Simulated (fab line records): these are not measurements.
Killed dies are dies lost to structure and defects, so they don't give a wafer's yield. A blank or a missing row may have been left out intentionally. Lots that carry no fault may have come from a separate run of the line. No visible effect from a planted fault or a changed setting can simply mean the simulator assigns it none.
Matching of chambers    flow gf180mcu    cmp-02 running GF_V4_CMP_26: 4 sister chambers
The step polishes, stops on SiO2, t overpolish 15 s, target thk 0 nm. 36 wafers are shown with their chamber, then 12 later ones without.

EACH WAFER AND ITS CHAMBER
wafer   chamber  motor current A (A)  time to endpoint s (s)  platen rpm (rpm)
L074.2  3        12.7                 84                      60.01
L074.5  2        12.0                 84                      60.02
L074.6  1        10.0                 87                      60.03
L076.1  0        11.6                 76                      59.96
L076.3  3        13.4                 80                      60.02
L076.6  1        10.8                 88                      59.93
L078.1  1        10.2                 84                      60.04
L078.2  0        11.1                 81                      59.96
L078.3  3        13.2                 82                      60.03
L079.1  1        10.3                 87                      60.05
L079.2  0        10.9                 84                      60.03
L079.3  2        12.2                 87                      60.04
L081.2  0        10.5                 84                      60.02
L081.3  2        11.1                 89                      60.02
L081.4  1        11.1                 88                      60.01
L083.2  1        10.6                 88                      60.00
L083.3  0        10.7                 83                      59.99
L083.5  3        13.6                 83                      60.06
L084.1  1        10.2                 87                      60.07
L084.2  3        12.8                 83                      60.01
L084.3  0        10.8                 79                      59.97
L085.3  3        12.9                 86                      59.97
L085.4  0        10.9                 82                      59.93
L085.6  2        11.9                 87                      60.03
L086.1  2        12.0                 88                      59.99
L086.4  0        10.7                 82                      60.01
L086.5  0        10.7                 84                      59.95
L087.3  0        10.9                 85                      59.98
L087.4  2        11.7                 88                      59.99
L087.6  2        12.7                 88                      59.97
L088.3  3        13.3                 85                      60.07
L088.5  2        11.9                 87                      59.97
L088.6  3        13.3                 87                      60.02
L090.1  1        10.2                 91                      60.10
L090.3  3        13.5                 88                      60.03
L090.4  2        11.7                 87                      60.00

SIGNATURES (means of the wafers above)
reading             chamber 0  chamber 1  chamber 2  chamber 3  scatter within a chamber
motor current A     10.880     10.425     11.911     13.189     0.357
time to endpoint s  82.00      87.50      87.22      84.22      2.24
platen rpm          59.9800    60.0288    60.0033    60.0244    0.0352
Rule: for each reading, subtract the chamber's mean from the wafer's reading, divide by that reading's scatter and square the result; add these up over the readings and take the root, which gives the wafer's distance from the chamber. If the next closest chamber is less than 2 further off than the closest, the wafer can't be placed; otherwise it belongs to the closest. How the scatter is found: for the shown wafers, subtract from each reading the mean of its chamber, square and add these, divide the total by (wafers less chambers), then take the root.

WAFERS WITH NO CHAMBER GIVEN
wafer   motor current A (A)  time to endpoint s (s)  platen rpm (rpm)
L091.1  13.5                 92                      59.96
L091.3  11.0                 87                      59.99
L091.6  11.3                 89                      59.98
L092.3  10.1                 91                      60.11
L092.5  10.7                 88                      60.06
L092.6  13.0                 95                      60.00
L093.1  11.8                 91                      59.97
L093.5  13.7                 91                      60.01
L093.6  10.6                 79                      59.97
L095.1  10.8                 91                      60.02
L095.3  11.7                 88                      59.98
L095.5  13.4                 92                      60.00

EACH ONE'S CHAMBER
wafer    from the rows above            in truth
L091.1   can't be placed: 3 or 2        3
L091.3   can't be placed: 1 or 0 or 2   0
L091.6   can't be placed: 2 or 1 or 0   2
L092.3   1                              1
L092.5   1                              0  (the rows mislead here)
L092.6   can't be placed: 2 or 3        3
L093.1   2                              2
L093.5   can't be placed: 3 or 2        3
L093.6   0                              0
L095.1   can't be placed: 1 or 2        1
L095.3   2                              2
L095.5   can't be placed: 3 or 2        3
Placed correctly: 4 of 12. Unplaceable from these rows: 7, with the true chamber sitting among the candidates in 7. Wrongly placed: 1.
